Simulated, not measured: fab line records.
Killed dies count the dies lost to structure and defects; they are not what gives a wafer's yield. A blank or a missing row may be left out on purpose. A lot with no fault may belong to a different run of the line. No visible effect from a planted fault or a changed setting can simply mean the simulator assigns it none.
A lot that was struck, set against a sound lot + flow gf180mcu + 16 steps out of a route of 602
Sound: these wafers, L734.2, L734.4, L734.6. Struck: wafer L744.6 (left out: L744.2, L744.5 of the same lot, which were not struck); the cause appears at the end.
At each step with rows: each side's tool, then ch and its chambers, then its first start. Under that, the readings that differ: sound wafers + struck wafers + difference of the means + sigmas: that difference in standard deviations of wafers without a fault.
alike: a reading whose means differ by less than 2 such deviations, as well as words and numbers matching on both sides. not compared: withheld readings; readings where some wafer has no value; bounds like >300 that might hide an equal value; numbers whose values overlap and for which the record gives no deviation.
The two part at a step that has a row with sigmas, a row that says differs or no value, or rows on one side only. Non-overlapping numbers with no deviation appear without sigmas and do not part them. A reading missing from all wafers of one side parts the sides only when that side holds two or more wafers.

GF_M2_SPUTTER_04: material TiN, target thk 50 nm, time 41.7 s.
  struck on pvd-sputter-02, day 22 17:59; sound on pvd-sputter-01, day 19 06:45
  alike: throttle-valve-pct
GF_M2_RS_MEAS_05: the measuring method here is four-point-probe.
  struck on film-metro-01, day 22 18:03; sound on film-metro-01, day 19 06:49
  alike: M2_ALCU_RS
GF_M2_THK_MEAS_06: measures by xrf.
  struck on film-metro-01, day 22 18:10; sound on film-metro-01, day 19 06:55
| reading          | sound       | struck | difference | sigmas |
|------------------|-------------|--------|------------|--------|
| M2_ALCU_THK (nm) | 461 458 458 | 447    | -12        | -2     |
then, 7 steps without rows for these wafers: GF_M2_DEHYDRATE_07 (time 60 s); GF_M2_HMDS_08 (prime time 60 s); GF_M2_COAT_09 (resist thk 1000 nm); GF_M2_SOFTBAKE_10 (time 60 s); GF_M2_EXPOSE_11 (exposes mask Metal2, target cd 280 nm); GF_M2_PEB_12 (peb time 90 s); GF_M2_DEVELOP_13 (develop time 60 s).
GF_M2_CD_MEAS_14: target cd 280 nm.
  struck on cd-sem-01, day 23 16:40; sound on cd-sem-02, day 20 07:12
  alike: cd-nm
GF_M2_OVL_MEAS_15:
  struck on overlay-01, day 23 16:47; sound on overlay-02, day 20 07:18
  alike: M2_OVL
GF_M2_METAL_ETCH_16: etches the open film in Cl2/BCl3, stops on SiO2, target depth 750.8 nm, time 125.1 s.
  sound on rie-metal-02 ch 0,1, day 20 07:20; struck on rie-metal-03 ch 1, day 23 16:49
| reading                             | sound                | struck | difference | sigmas      |
|-------------------------------------|----------------------|--------|------------|-------------|
| bias-w (W)                          | 139.2 139.2 140.6    | 211.0  | +71.3      | +99 or more |
| throttle-valve-pct (%)              | 28.231 28.247 28.231 | 28.189 | -0.047     | -5          |
| model.KrF_of_M2_COAT_09.thk-nm (nm) | 686.4 686.8 683.1    | 642.7  | -42.7      |             |
  alike: drypump-motor-current-A, oes-product-au
  not compared: rf-hours-counter-h
GF_M2_STRIP_17: strips in O2/N2.
  sound on plasma-asher-04 ch 0,1, day 20 07:28; struck on plasma-asher-02 ch 1, day 23 16:56
| reading                      | sound             | struck | difference | sigmas |
|------------------------------|-------------------|--------|------------|--------|
| heater-power-w (W)           | 276 318 281       | 387    | +95        | +3     |
| oes-product-au (a.u.)        | 0.535 0.541 0.544 | 0.527  | -0.013     | -3     |
| strip-time-to-endpoint-s (s) | 7.41 7.40 7.35    | 6.98   | -0.41      | -8     |
  alike: drypump-motor-current-A
  not compared: rf-hours-counter-h
then, 1 step without rows for these wafers: GF_M2_STRIP_18 (strips in post etch residue remover, time 1200 s).
GF_PASSIVATION_PROBE_99:
  the record has rows for the sound wafers here (prober-01, day 30 00:02) and none for the struck ones

WHERE THEY PART
Last at GF_PASSIVATION_PROBE_99 as far as this record goes, first at GF_M2_THK_MEAS_06.

WHY: the cause the simulator had injected
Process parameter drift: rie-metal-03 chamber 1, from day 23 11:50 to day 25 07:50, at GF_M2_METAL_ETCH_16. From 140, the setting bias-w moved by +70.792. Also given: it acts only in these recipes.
